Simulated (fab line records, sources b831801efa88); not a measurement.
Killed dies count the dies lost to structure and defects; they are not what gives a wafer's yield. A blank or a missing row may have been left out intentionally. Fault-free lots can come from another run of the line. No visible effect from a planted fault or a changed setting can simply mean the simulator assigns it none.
Which tool is to blame?    flow gf180mcu    12 lots, 36 wafers sampled, at 4 steps of a route of 602

## WHAT EACH GAUGE READ, for each wafer
GF_V4_CD_MEAS_14: the cd target is 260 nm.
lot   measured      on         cd_nm (nm)
L075  day 27 00:06  cd_sem-01  259.2 260.4 259.4
L077  day 27 14:40  cd_sem-02  258.7 259.4 259.0
L079  day 28 05:49  cd_sem-01  260.4 260.9 260.1
L081  day 28 16:46  cd_sem-01  260.6 261.2 261.4
L083  day 29 09:22  cd_sem-02  263.1 262.7 261.8
L085  day 30 01:37  cd_sem-02  258.1 259.3 259.3
L087  day 30 10:08  cd_sem-01  258.8 259.8 258.9
L089  day 30 23:29  cd_sem-02  261.6 260.7 260.2
L091  day 31 14:13  cd_sem-01  258.1 256.5 257.0
L093  day 31 23:37  cd_sem-02  261.4 261.3 262.0
L095  day 32 11:01  cd_sem-01  261.9 261.9 261.3
L097  day 32 22:03  cd_sem-02  260.9 259.7 260.1

## EACH LOT AND THE TOOL THAT RAN IT (in order: tool; ch and the chambers of the sampled wafers; start)
lot   GF_V3_CVD_02                     GF_V3_ETCH_16                       GF_V4_CMP_04
L075  pecvd-02 ch 0,1,2, day 24 01:28  rie_diel-02 ch 0,1,3, day 25 00:55  cmp-02 ch 0,2,3, day 26 01:41
L077  pecvd-02 ch 1,2, day 24 15:56    rie_diel-02 ch 1,3, day 25 15:37    cmp-01 ch 1,3, day 26 16:23
L079  pecvd-04 ch 0,1,2, day 25 07:52  rie_diel-02 ch 0,2, day 26 07:11    cmp-02 ch 0,2,3, day 27 08:03
L081  pecvd-03 ch 0,2, day 25 18:40    rie_diel-02 ch 2,3, day 26 17:37    cmp-02 ch 1,2,3, day 27 19:11
L083  pecvd-03 ch 1,2, day 26 14:33    rie_diel-01 ch 2,3, day 27 12:50    cmp-02 ch 0,1,2, day 28 12:30
L085  pecvd-04 ch 0,1,2, day 27 05:56  rie_diel-02 ch 0,2,3, day 28 04:23  cmp-01 ch 0,1,2, day 29 04:15
L087  pecvd-02 ch 0,1,2, day 27 16:59  rie_diel-02 ch 0,1,3, day 28 14:37  cmp-02 ch 0,1,2, day 29 14:14
L089  pecvd-02 ch 0,1, day 28 07:29    rie_diel-01 ch 0,2,3, day 29 04:40  cmp-02 ch 0,1, day 30 03:15
L091  pecvd-04 ch 0,2, day 28 23:22    rie_diel-02 ch 1,2,3, day 29 20:28  cmp-01 ch 0,1,2, day 30 19:00
L093  pecvd-02 ch 0,1,2, day 29 08:34  rie_diel-02 ch 0,2,3, day 30 05:52  cmp-02 ch 0,2,3, day 31 04:25
L095  pecvd-04 ch 0,1, day 29 21:23    rie_diel-02 ch 0,2,3, day 30 18:17  cmp-01 ch 0,1,2, day 31 15:53
L097  pecvd-04 ch 1,2, day 30 10:03    rie_diel-02 ch 0,1,3, day 31 05:56  cmp-02 ch 0,2,3, day 32 03:53
- GF_V3_CVD_02: deposits SiO2 from TEOS, target thk 850 nm, time 94.851 s.
- GF_V3_ETCH_16: etches BARC in N2/H2.
- GF_V4_CMP_04: polishes SiO2.

## THE ANSWER, worked out from the rows above alone
Rule: usual is defined by the lots themselves. Put in order of their means at a reading, lots are off if they are a third of the lots or fewer, leave a main group of 4 or more, and stand apart from it by a gap of 3 or more times the standard deviation of the main group's means; of several such gaps the widest counts. Not used: any main group whose means are identical at the precision the tables above print for the reading. A lot without any number at a reading at which 4 lots or more have one is off too. Where the step has rows for the other lots, those lots are counted as sound.
No lot is off at any reading shown: from this, nothing can be told.

## WHAT HAD BEEN PUT IN BY THE SIMULATOR
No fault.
